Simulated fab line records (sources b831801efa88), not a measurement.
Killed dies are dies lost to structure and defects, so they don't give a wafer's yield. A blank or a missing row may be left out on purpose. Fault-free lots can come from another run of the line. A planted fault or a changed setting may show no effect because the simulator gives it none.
fab line records | flow sky130 | part 1 of 2: steps 1 to 30 of 42
record lots=5 wafers=15 last-day=49
route steps=708 shown VT_ADJUST_HVTR@139 VT_ADJUST_PCH@143 SONOS_TUNNEL@154 SONOS_ONO@168
lots with no fault: from the same line, run without faults
start-h: the number of hours between the record's first day and the start of the first shown wafer of the lot | wait-h: hours elapsed since this lot's preceding step | " the same as in the row above | L1.1+2: a single row standing in for several wafers | - no value, or no start was given | * or withheld: withheld | < > ~ a bound
route shown NAME@n: a module of which the file shows steps, and the number in the route of the first | usual: mean/standard deviation taken from wafers without a fault | same: alike in all rows | chamber/n: place in a boat | sites: per-site readings | _std_site: standard deviation across them | _edge_site: the outer-site mean with the inner-site mean subtracted | radius-mm: how far each site lies from the wafer's centre | mask NAME#n: copy n | behind: the last tool/chamber to shape the wafer | hold: the reason the lot was held/the length of the hold in hours/how it ended | device: whichever transistor did not switch (one of n, p or np) | end of line: the same wafers' tests at the end of the route | a step given without rows: its recipe and nothing more | killed: dies lost to structure and defects at the first sort, not the wafer's yield | map: a wafer's dies, marking killed ones x, the rest . and places with no die _
set.NAME: the setting that was run; set.NAME@STEP: the one run at that earlier step | model.NAME: the simulator's own value behind a step, which no gauge read
a table for each step, a row for each wafer; lots at some steps of the route
services: the hour from which a tool's chamber was out of use, counted from the record's first day as start-h (under 0 if before that day), plus the number of hours and why
## steps
# step SKY_VT_ADJUST_HVTR_OVL_MEAS_08
# usual VT_ADJUST_HVTR_OVL=0.1/1.2
# columns lot.wafer tool chamber start-h wait-h VT_ADJUST_HVTR_OVL[nm]
L083.1 overlay-01 - 269.49 0.1 0.1
L083.3 " - " " 0.8
L083.6 " - " " -0.1
L085.1 overlay-02 - 281.29 0.1 1.1
L085.4 " - " " 2.1
L085.5 " - " " 1.4
L090.1 overlay-02 - 324.33 0.1 -0.7
L090.2 " - " " 1.0
L090.4 " - " " 0.1
L092.1 overlay-02 - 336.43 0.1 0.5
L092.5 " - " " 1.8
L092.6 " - " " 2.0
L095.1 overlay-01 - 358.18 0.1 -0.1
L095.3 " - " " 1.6
L095.5 " - " " 0.5
# step SKY_VT_ADJUST_HVTR_IMPLANT_09
# recipe species=B energy-kev=10 dose-cm2=2.1e+12 tilt-deg=withheld
# usual end-station-pressure-torr=5.01e-06/2.7e-07
# columns lot.wafer tool chamber start-h wait-h end-station-pressure-torr
L083.1 implanter-04 0 269.53 0.0 5.24e-06
L083.3 " 0 " " 5.08e-06
L083.6 " 0 " " 5.04e-06
L085.1 implanter-03 0 281.33 0.0 4.83e-06
L085.4 " 0 " " 4.8e-06
L085.5 " 0 " " 4.78e-06
L090.1 implanter-04 0 324.36 0.0 4.96e-06
L090.2 " 0 " " 5.2e-06
L090.4 " 0 " " 5.44e-06
L092.1 implanter-04 0 336.46 0.0 5.16e-06
L092.5 " 0 " " 4.73e-06
L092.6 " 0 " " 5.4e-06
L095.1 implanter-01 0 358.31 0.1 4.31e-06
L095.3 " 0 " " 5.31e-06
L095.5 " 0 " " 5.44e-06
# step SKY_VT_ADJUST_HVTR_STRIP_10
# recipe chemistry=O2/N2 power-w=1400 pressure-mtorr=1500 platen-temp-c=withheld o2-flow-sccm=3000 n2-flow-sccm=300 overash-fraction=0.5
# usual drypump-motor-current-A=5.7/0.6 oes-product-au=0.715/0.0049 strip-time-to-endpoint-s=14.16/0.039
# columns lot.wafer tool chamber start-h wait-h drypump-motor-current-A oes-product-au rf-hours-counter-h strip-time-to-endpoint-s
L083.1 plasma-asher-03 0 269.68 0.1 4.9 0.712 59 14.13
L083.3 " 0 " " 4.9 0.711 - 14.11
L083.6 " 0 " " 4.9 0.708 - 14.08
L085.1 plasma-asher-02 1 281.48 0.1 5.7 0.709 62 14.21
L085.4 " 1 " " 5.6 0.715 - 14.15
L085.5 " 1 " " 5.7 0.719 - 14.16
L090.1 plasma-asher-03 0 324.51 0.1 4.9 0.712 63 14.14
L090.2 " 1 " " 6.0 0.715 63 14.15
L090.4 " 1 " " 6.0 0.714 - 14.13
L092.1 plasma-asher-04 1 336.61 0.1 6.7 0.718 50 14.12
L092.5 " 1 " " 6.7 0.715 - 14.14
L092.6 " 0 " " 6.6 0.707 - 14.20
L095.1 plasma-asher-02 0 358.46 0.1 5.7 0.712 69 14.25
L095.3 " 1 " " 5.7 0.723 - 14.22
L095.5 " 1 " " 5.7 0.720 - 14.21
# step SKY_VT_ADJUST_HVTR_TW_MEAS_11
# usual VT_ADJUST_HVTR_TW=212.2/1.6
# columns lot.wafer tool chamber start-h wait-h VT_ADJUST_HVTR_TW
L083.1 film-metro-01 - 269.78 0.1 209.5
L083.3 " - " " 209.6
L083.6 " - " " 210.0
L085.1 film-metro-02 - 281.58 0.1 213.2
L085.4 " - " " 212.4
L085.5 " - " " 213.6
L090.1 film-metro-02 - 324.61 0.1 212.7
L090.2 " - " " 213.2
L090.4 " - " " 212.9
L092.1 film-metro-01 - 336.71 0.1 210.7
L092.5 " - " " 210.4
L092.6 " - " " 211.1
L095.1 film-metro-04 - 358.56 0.1 213.1
L095.3 " - " " 213.7
L095.5 " - " " 213.8
# step SKY_VT_ADJUST_PCH_DEHYDRATE_00
# recipe temp-c=200 time-s=60
# columns lot.wafer tool chamber start-h wait-h
L083.1+3+6 litho-track-03 0 281.66 11.9
L085.1+4+5 litho-track-01 0 292.92 11.3
L090.1+2+4 litho-track-01 0 337.92 13.3
L092.1+5+6 litho-track-02 0 349.42 12.7
L095.1+3+5 litho-track-02 0 371.02 12.5
# step SKY_VT_ADJUST_PCH_HMDS_01
# recipe prime-time-s=60 prime-temp-c=120
# columns lot.wafer tool chamber start-h wait-h
L083.1+3+6 litho-track-03 0 281.81 0.1
L085.1+4+5 litho-track-01 0 293.07 0.1
L090.1+2+4 litho-track-01 0 338.07 0.1
L092.1+5+6 litho-track-02 0 349.57 0.1
L095.1+3+5 litho-track-02 0 371.17 0.1
# step SKY_VT_ADJUST_PCH_COAT_02
# recipe spin-rpm=2000 resist-thk-nm=3000
# usual dispense-pressure-kPa=49/6
# columns lot.wafer tool chamber start-h wait-h dispense-pressure-kPa
L083.1 litho-track-03 0 281.96 0.1 58
L083.3 " 0 " " 58
L083.6 " 0 " " 58
L085.1 litho-track-01 0 293.22 0.1 43
L085.4 " 0 " " 43
L085.5 " 0 " " 43
L090.1 litho-track-01 0 338.22 0.1 43
L090.2 " 0 " " 43
L090.4 " 0 " " 43
L092.1 litho-track-02 0 349.72 0.1 52
L092.5 " 0 " " 52
L092.6 " 0 " " 52
L095.1 litho-track-02 0 371.32 0.1 52
L095.3 " 0 " " 52
L095.5 " 0 " " 52
# step SKY_VT_ADJUST_PCH_SOFTBAKE_03
# recipe temp-c=110 time-s=withheld
# columns lot.wafer tool chamber start-h wait-h
L083.1+3+6 litho-track-03 0 282.11 0.1
L085.1+4+5 litho-track-01 0 293.37 0.1
L090.1+2+4 litho-track-01 0 338.37 0.1
L092.1+5+6 litho-track-02 0 349.87 0.1
L095.1+3+5 litho-track-02 0 371.47 0.1
# step SKY_VT_ADJUST_PCH_EXPOSE_04
# recipe mask-id=NWM na=0.6 source-shape=conventional sigma-outer=0.6 polarization=unpolarized target-cd-nm=840 dose-mj=255
# usual exposure-dose-mJ-cm2=255.01/0.24
# same na=0.6
# columns lot.wafer tool chamber start-h wait-h mask exposure-dose-mJ-cm2
L083.1 iline-stepper-02 0 - - NWM#0 254.54
L083.3 " 0 " " NWM#0 254.39
L083.6 " 0 " " NWM#0 254.43
L085.1 iline-stepper-01 0 - - NWM#0 254.83
L085.4 " 0 " " NWM#0 255.28
L085.5 " 0 " " NWM#0 255.22
L090.1 iline-stepper-01 0 - - NWM#0 255.20
L090.2 " 0 " " NWM#0 255.06
L090.4 " 0 " " NWM#0 255.11
L092.1 iline-stepper-01 0 - - NWM#0 255.29
L092.5 " 0 " " NWM#0 255.44
L092.6 " 0 " " NWM#0 255.15
L095.1 iline-stepper-02 0 - - NWM#0 254.82
L095.3 " 0 " " NWM#0 255.16
L095.5 " 0 " " NWM#0 255.11
# step SKY_VT_ADJUST_PCH_PEB_05
# recipe temp-c=115 time-s=withheld
# columns lot.wafer tool chamber start-h wait-h
L083.1+3+6 litho-track-03 0 - -
L085.1+4+5 litho-track-01 0 - -
L090.1+2+4 litho-track-03 0 - -
L092.1+5+6 litho-track-01 0 - -
L095.1+3+5 litho-track-02 0 - -
# step SKY_VT_ADJUST_PCH_DEVELOP_06
# recipe wall-angle-deg=90 developer=TMAH develop-time-s=60 dev-temp-c=23
# columns lot.wafer tool chamber start-h wait-h
L083.1+3+6 litho-track-03 0 - -
L085.1+4+5 litho-track-01 0 - -
L090.1+2+4 litho-track-03 0 - -
L092.1+5+6 litho-track-01 0 - -
L095.1+3+5 litho-track-02 0 - -
# step SKY_VT_ADJUST_PCH_OVL_MEAS_07
# usual VT_ADJUST_PCH_OVL=-0.3/1.4
# columns lot.wafer tool chamber start-h wait-h VT_ADJUST_PCH_OVL[nm]
L083.1 overlay-02 - 294.71 - -0.9
L083.3 " - " " 0.8
L083.6 " - " " 1.4
L085.1 overlay-01 - 305.92 - -0.4
L085.4 " - " " -1.3
L085.5 " - " " -1.9
L090.1 overlay-02 - 351.56 - 2.5
L090.2 " - " " 0.5
L090.4 " - " " 0.4
L092.1 overlay-02 - 363.92 - -1.9
L092.5 " - " " -2.2
L092.6 " - " " -1.3
L095.1 overlay-02 - 386.17 - -1.8
L095.3 " - " " -1.2
L095.5 " - " " -2.0
# step SKY_VT_ADJUST_PCH_IMPLANT_08
# recipe species=B energy-kev=10 dose-cm2=5e+11 tilt-deg=withheld
# usual end-station-pressure-torr=5.01e-06/2.8e-07
# columns lot.wafer tool chamber start-h wait-h end-station-pressure-torr
L083.1 implanter-01 0 294.75 0.0 5.22e-06
L083.3 " 0 " " 5.59e-06
L083.6 " 0 " " 5.28e-06
L085.1 implanter-02 0 305.95 0.0 4.91e-06
L085.4 " 0 " " 4.89e-06
L085.5 " 0 " " 4.88e-06
L090.1 implanter-02 0 351.60 0.0 4.89e-06
L090.2 " 0 " " 5.12e-06
L090.4 " 0 " " 4.7e-06
L092.1 implanter-01 0 363.95 0.0 5.12e-06
L092.5 " 0 " " 5.18e-06
L092.6 " 0 " " 4.65e-06
L095.1 implanter-01 0 386.21 0.0 4.98e-06
L095.3 " 0 " " 5.12e-06
L095.5 " 0 " " 5.19e-06
# step SKY_VT_ADJUST_PCH_STRIP_09
# recipe chemistry=O2/N2 power-w=1400 pressure-mtorr=1500 platen-temp-c=withheld o2-flow-sccm=3000 n2-flow-sccm=300 overash-fraction=0.5
# usual drypump-motor-current-A=6.1/0.65 oes-product-au=0.722/0.0046 strip-time-to-endpoint-s=36.90/0.1
# columns lot.wafer tool chamber start-h wait-h drypump-motor-current-A oes-product-au rf-hours-counter-h strip-time-to-endpoint-s
L083.1 plasma-asher-04 0 294.90 0.1 6.6 0.722 46 36.84
L083.3 " 0 " " 6.6 0.727 - 36.73
L083.6 " 0 " " 6.6 0.728 - 36.91
L085.1 plasma-asher-01 1 306.10 0.1 6.3 0.725 19 36.98
L085.4 " 1 " " 6.3 0.723 - 36.98
L085.5 " 1 " " 6.3 0.723 - 36.93
L090.1 plasma-asher-01 1 351.75 0.1 6.3 0.721 24 36.79
L090.2 " 0 " " 4.7 0.722 24 36.66
L090.4 " 0 " " 4.7 0.722 - 36.75
L092.1 plasma-asher-02 1 364.10 0.1 5.7 0.720 70 36.92
L092.5 " 1 " " 5.7 0.718 - 36.97
L092.6 " 0 " " 5.7 0.722 - 37.00
L095.1 plasma-asher-04 0 386.36 0.1 6.6 0.720 55 36.87
L095.3 " 1 " " 6.7 0.724 - 36.96
L095.5 " 1 " " 6.7 0.727 - 36.99
# step SKY_VT_ADJUST_PCH_TW_MEAS_10
# usual VT_ADJUST_PCH_TW=141.9/1.8
# columns lot.wafer tool chamber start-h wait-h VT_ADJUST_PCH_TW
L083.1 film-metro-03 - 295.00 0.1 140.2
L083.3 " - " " 140.8
L083.6 " - " " 140.9
L085.1 film-metro-02 - 306.20 0.1 143.7
L085.4 " - " " 143.3
L085.5 " - " " 142.4
L090.1 film-metro-01 - 351.85 0.1 142.1
L090.2 " - " " 142.5
L090.4 " - " " 142.2
L092.1 film-metro-02 - 364.20 0.1 144.9
L092.5 " - " " 144.7
L092.6 " - " " 144.9
L095.1 film-metro-03 - 386.46 0.1 140.1
L095.3 " - " " 139.8
L095.5 " - " " 139.7
# step SKY_SONOS_TUNNEL_DEHYDRATE_00
# recipe temp-c=200 time-s=60
# columns lot.wafer tool chamber start-h wait-h
L083.1+3+6 litho-track-03 0 307.61 12.6
L085.1+4+5 litho-track-01 0 318.72 12.5
L090.1+2+4 litho-track-01 0 365.87 14.0
L092.1+5+6 litho-track-03 0 377.86 13.6
L095.1+3+5 litho-track-03 0 399.76 13.3
# step SKY_SONOS_TUNNEL_HMDS_01
# recipe prime-time-s=60 prime-temp-c=120
# columns lot.wafer tool chamber start-h wait-h
L083.1+3+6 litho-track-03 0 307.76 0.1
L085.1+4+5 litho-track-01 0 318.87 0.1
L090.1+2+4 litho-track-01 0 366.02 0.1
L092.1+5+6 litho-track-03 0 378.01 0.1
L095.1+3+5 litho-track-03 0 399.91 0.1
# step SKY_SONOS_TUNNEL_COAT_02
# recipe resist=NOVOLAK spin-rpm=3000 resist-thk-nm=1140
# usual dispense-pressure-kPa=46/7.1
# columns lot.wafer tool chamber start-h wait-h dispense-pressure-kPa
L083.1 litho-track-03 0 307.91 0.1 58
L083.3 " 0 " " 58
L083.6 " 0 " " 58
L085.1 litho-track-01 0 319.02 0.1 43
L085.4 " 0 " " 43
L085.5 " 0 " " 43
L090.1 litho-track-01 0 366.17 0.1 43
L090.2 " 0 " " 43
L090.4 " 0 " " 43
L092.1 litho-track-03 0 378.16 0.1 58
L092.5 " 0 " " 58
L092.6 " 0 " " 58
L095.1 litho-track-03 0 400.06 0.1 58
L095.3 " 0 " " 58
L095.5 " 0 " " 58
# step SKY_SONOS_TUNNEL_SOFTBAKE_03
# recipe temp-c=90 time-s=60 resist=NOVOLAK
# columns lot.wafer tool chamber start-h wait-h
L083.1+3+6 litho-track-03 0 308.06 0.1
L085.1+4+5 litho-track-01 0 319.17 0.1
L090.1+2+4 litho-track-01 0 366.32 0.1
L092.1+5+6 litho-track-03 0 378.31 0.1
L095.1+3+5 litho-track-03 0 400.21 0.1
# step SKY_SONOS_TUNNEL_EXPOSE_04
# recipe mask-id=TUNM na=0.6 source-shape=conventional sigma-outer=0.6 polarization=unpolarized target-cd-nm=410 dose-mj=136
# usual exposure-dose-mJ-cm2=135.98/0.12
# same na=0.6
# columns lot.wafer tool chamber start-h wait-h mask exposure-dose-mJ-cm2
L083.1 iline-stepper-02 0 - - TUNM#0 136.01
L083.3 " 0 " " TUNM#0 135.77
L083.6 " 0 " " TUNM#0 135.99
L085.1 iline-stepper-02 0 - - TUNM#0 135.94
L085.4 " 0 " " TUNM#0 135.94
L085.5 " 0 " " TUNM#0 136.05
L090.1 iline-stepper-01 0 - - TUNM#0 135.71
L090.2 " 0 " " TUNM#0 135.66
L090.4 " 0 " " TUNM#0 135.66
L092.1 iline-stepper-01 0 - - TUNM#0 136.04
L092.5 " 0 " " TUNM#0 136.08
L092.6 " 0 " " TUNM#0 135.96
L095.1 iline-stepper-01 0 - - TUNM#0 136.18
L095.3 " 0 " " TUNM#0 136.09
L095.5 " 0 " " TUNM#0 135.98
# step SKY_SONOS_TUNNEL_PEB_05
# recipe temp-c=withheld time-s=* resist=NOVOLAK
# columns lot.wafer tool chamber start-h wait-h
L083.1+3+6 litho-track-04 0 - -
L085.1+4+5 litho-track-04 0 - -
L090.1+2+4 litho-track-01 0 - -
L092.1+5+6 litho-track-04 0 - -
L095.1+3+5 litho-track-04 0 - -
# step SKY_SONOS_TUNNEL_DEVELOP_06
# recipe resist=NOVOLAK developer=TMAH develop-time-s=60 dev-temp-c=23
# columns lot.wafer tool chamber start-h wait-h
L083.1+3+6 litho-track-04 0 320.46 0.1
L085.1+4+5 litho-track-04 0 332.66 0.1
L090.1+2+4 litho-track-01 0 380.42 0.1
L092.1+5+6 litho-track-04 0 392.11 0.1
L095.1+3+5 litho-track-04 0 414.96 0.1
# step SKY_SONOS_TUNNEL_CD_MEAS_07
# recipe target-cd-nm=410
# usual cd-nm=410.1/2.1
# columns lot.wafer tool chamber start-h wait-h cd-nm
L083.1 cd-sem-01 - 320.61 0.1 408.5
L083.3 " - " " 409.0
L083.6 " - " " 410.2
L085.1 cd-sem-01 - 332.81 0.1 413.1
L085.4 " - " " 411.7
L085.5 " - " " 414.0
L090.1 cd-sem-01 - 380.57 0.1 412.5
L090.2 " - " " 413.9
L090.4 " - " " 410.3
L092.1 cd-sem-01 - 392.26 0.1 410.0
L092.5 " - " " 408.0
L092.6 " - " " 411.3
L095.1 cd-sem-02 - 415.11 0.1 409.4
L095.3 " - " " 407.0
L095.5 " - " " 409.5
# step SKY_SONOS_TUNNEL_OVL_MEAS_08
# usual SONOS_TUNNEL_OVL=0.4/1.2
# columns lot.wafer tool chamber start-h wait-h SONOS_TUNNEL_OVL[nm]
L083.1 overlay-02 - 320.73 0.1 0.3
L083.3 " - " " 0.6
L083.6 " - " " 1.7
L085.1 overlay-02 - 332.93 0.1 -1.7
L085.4 " - " " -0.2
L085.5 " - " " -1.8
L090.1 overlay-02 - 380.69 0.1 -0.7
L090.2 " - " " -1.2
L090.4 " - " " -0.9
L092.1 overlay-02 - 392.38 0.1 0.1
L092.5 " - " " -1.1
L092.6 " - " " -1.3
L095.1 overlay-01 - 415.23 0.1 2.7
L095.3 " - " " 1.8
L095.5 " - " " 1.3
# step SKY_SONOS_TUNNEL_IMPLANT_09
# recipe species=B energy-kev=20 dose-cm2=1e+12 tilt-deg=withheld
# usual end-station-pressure-torr=5e-06/2.8e-07
# columns lot.wafer tool chamber start-h wait-h end-station-pressure-torr
L083.1 implanter-02 0 320.76 0.0 4.66e-06
L083.3 " 0 " " 4.94e-06
L083.6 " 0 " " 4.56e-06
L085.1 implanter-03 0 332.96 0.0 5.06e-06
L085.4 " 0 " " 5.02e-06
L085.5 " 0 " " 4.71e-06
L090.1 implanter-03 0 380.72 0.0 4.95e-06
L090.2 " 0 " " 4.84e-06
L090.4 " 0 " " 4.97e-06
L092.1 implanter-04 0 392.41 0.0 4.89e-06
L092.5 " 0 " " 4.62e-06
L092.6 " 0 " " 4.96e-06
L095.1 implanter-02 0 415.26 0.0 5.41e-06
L095.3 " 0 " " 5.09e-06
L095.5 " 0 " " 4.81e-06
# step SKY_SONOS_TUNNEL_WET_ETCH_10
# recipe chemistry=dHF target-depth-nm=14 target=SiO2 dilution=100:1 temp-c=25 time-s=280
# columns lot.wafer tool chamber start-h wait-h
L083.1+3+6 wet-bench-02 2 320.91 0.1
L085.1+4+5 wet-bench-03 3 333.11 0.1
L090.1+2+4 wet-bench-02 1 380.87 0.1
L092.1+5+6 wet-bench-02 1 392.56 0.1
L095.1+3+5 wet-bench-03 3 415.41 0.1
# step SKY_SONOS_TUNNEL_STRIP_11
# recipe chemistry=SPM time-s=600 temp-c=130
# columns lot.wafer tool chamber start-h wait-h
L083.1+3+6 wet-bench-03 0 321.00 0.0
L085.1+4+5 wet-bench-01 1 333.20 0.0
L090.1+2+4 wet-bench-02 0 380.96 0.0
L092.1+5+6 wet-bench-03 2 392.66 0.0
L095.1+3+5 wet-bench-02 1 415.59 0.0
# step SKY_SONOS_TUNNEL_TW_MEAS_12
# usual SONOS_TUNNEL_TW=197.2/2.5
# columns lot.wafer tool chamber start-h wait-h SONOS_TUNNEL_TW
L083.1 film-metro-04 - 321.17 0.0 200.8
L083.3 " - " " 201.7
L083.6 " - " " 200.4
L085.1 film-metro-03 - 333.39 0.0 194.7
L085.4 " - " " 195.0
L085.5 " - " " 195.5
L090.1 film-metro-04 - 381.13 0.0 199.7
L090.2 " - " " 198.7
L090.4 " - " " 199.4
L092.1 film-metro-04 - 392.83 0.0 199.3
L092.5 " - " " 200.3
L092.6 " - " " 200.8
L095.1 film-metro-04 - 415.76 0.0 200.0
L095.3 " - " " 201.1
L095.5 " - " " 200.5
# step SKY_SONOS_TUNNEL_CLEAN_13
# recipe chemistry=dHF time-s=20 dilution=100:1 dry=ipa-marangoni
# columns lot.wafer tool chamber start-h wait-h
L083.1+3+6 wet-bench-02 1 321.23 0.1
L085.1+4+5 wet-bench-03 0 333.45 0.1
L090.1+2+4 wet-bench-01 3 381.19 0.1
L092.1+5+6 wet-bench-03 3 392.89 0.1
L095.1+3+5 wet-bench-01 2 415.82 0.1
# step SKY_SONOS_ONO_OXIDATION_00
# recipe temp-c=800 ambient=O2 idle-temp-c=700 ramp-up-c-per-min=10 ramp-down-c-per-min=3 stabilise-s=600 purge-s=300 target-thk-a=26 ox-time-s=1249
# usual tube-center-temp-C=800/0.077 zone-power-bottom-pct=23.0/1.3 zone-power-lower-pct=14.1/1.7
# columns lot.wafer tool chamber start-h wait-h tube-center-temp-C zone-power-bottom-pct zone-power-lower-pct
L083.1 furnace-01 0 321.63 0.4 800.06 23.8 15.4
L083.3 " 0 " " 800.08 23.6 15.5
L083.6 " 0 " " 800.13 24.1 15.4
L085.1 furnace-02 0 333.46 0.0 800.04 21.1 11.6
L085.4 " 0 " " 800.1 21.0 11.8
L085.5 " 0 " " 800.14 20.9 11.9
L090.1 furnace-01 0 382.93 1.7 799.9 23.8 15.4
L090.2 " 0 " " 799.96 24.1 15.6
L090.4 " 0 " " 799.93 23.9 15.5
L092.1 furnace-02 0 392.91 0.0 799.92 20.8 12.0
L092.5 " 0 " " 799.99 20.9 11.8
L092.6 " 0 " " 800.01 21.4 11.7
L095.1 furnace-01 0 415.84 0.0 799.82 23.7 15.3
L095.3 " 0 " " 800.05 23.8 15.6
L095.5 " 0 " " 799.92 23.7 15.3
